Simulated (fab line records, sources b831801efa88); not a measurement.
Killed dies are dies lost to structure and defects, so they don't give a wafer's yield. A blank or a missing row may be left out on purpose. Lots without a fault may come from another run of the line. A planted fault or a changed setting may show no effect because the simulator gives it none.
Problem report in the 8D (eight disciplines) form, filled by code | flow gf180mcu | the parts of the form that need people (team, actions taken, sign-off) are left out

1. THE PROBLEM
NSD_RS at GF_PSD_RS_MEAS_14 reads a mean of 40.95 ohm/sq on 2 wafers of 2 lots; wafers without a fault read 46.18 ohm/sq with a standard deviation of 0.092. That is -57 standard deviations from the usual mean.
The step: measures by four-point-probe.
First seen on wafer L922.6, day 18 00:26, on film_metro-02. The record holds 34 wafers of 12 lots with a number at this step. Rule for "out", or "out of limits": more than 4 standard deviations from the usual mean. The other wafers with a number count as sound.

2. WHAT IT IS AND WHAT IT IS NOT
question                    | is                | is not
which readings at this step | NSD_RS            | -
which lots                  | L922, L923        | L911, L912, L914, L916, L927, L930, L931, L932, L933, L934
which wafers of those lots  | L922.6, L923.6    | L922.4, L923.4
read on which gauges        | film_metro-02     | film_metro-01, film_metro-03
when                        | from day 18 00:26 | up to then (13 sound wafers); but 19 sound wafers of L923, L927, L930, L931, L932, L933, L934 came after

3. SUSPECTS, AND WHAT RULES EACH OUT
Counting: a tool at a process step up to the reading stays a suspect if it ran every lot that is out. Sound lots after the first of them don't rule it out here, since some wafers of a struck lot are sound.
- the gauge at GF_PSD_RS_MEAS_14: ruled out. All the wafers that are out were read on film_metro-02, but those of them that GF_PSD_RTA_13 has rows for are out there too, on other tools.
- plasma_asher-02 at GF_VT_IMPLANT_STRIP_31 (strips in O2/N2): kept. It ran every lot that is out, first L922 (day 9 18:44); its last sound lot up to then is L914 (day 7 15:43).
- rtp_anneal-01 at GF_PSD_RTA_13 (time 20 s): kept. It ran every lot that is out, first L922 (day 18 00:17); its last sound lot up to then is L912 (day 14 15:32). Its own readings are out on those wafers: run_length_s.
Left after counting: plasma_asher-02 at GF_VT_IMPLANT_STRIP_31, rtp_anneal-01 at GF_PSD_RTA_13.

4. THE CAUSE (what the simulator had put in)
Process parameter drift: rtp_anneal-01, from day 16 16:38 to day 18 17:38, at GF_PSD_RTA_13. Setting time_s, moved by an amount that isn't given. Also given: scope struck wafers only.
Counting left 2 suspects, and this tool is among them.

5. THE CHAIN OF EFFECTS, in route order
Each row: a reading whose mean over the struck wafers that have a number lies more than 3 standard deviations from the usual. Only readings for which the record gives a usual standard deviation are gone through. hours: the time from each lot's start at the first step in this table that gives one to its start at this step, as a median over the lots. sigmas: the change in usual standard deviations.
hours | step              | reading      | usual         | on struck wafers | change | sigmas
0     | GF_PSD_RTA_13     | run_length_s | 49.0 s        | 82.0             | +33.0  | +66
0     | GF_PSD_RS_MEAS_14 | NSD_RS       | 46.18 ohm/sq  | 40.95            | -5.23  | -57
0     | GF_PSD_RS_MEAS_15 | PSD_RS       | 108.62 ohm/sq | 99.31            | -9.31  | -33
The process steps in it:
- GF_PSD_RTA_13: time 20 s.
Later measuring or inspecting steps at which every struck wafer that the step has a row for has a number for every such reading, and none has moved that far: GF_M2_RS_MEAS_05.

6. WHAT WOULD HAVE CAUGHT IT SOONER
In this record the first reading out of limits at a measuring or inspecting step was taken at day 18 00:26, 32 hours after the fault began at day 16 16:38.
The tool's own readings at GF_PSD_RTA_13 were out on every struck wafer that the step has a row for (run_length_s): an alarm limit on them would have fired on the first of those.
Of the lots that are out (2), L923 began GF_PSD_RTA_13 on rtp_anneal-01 after day 18 00:26. A hold on the tool at that time would have spared it.
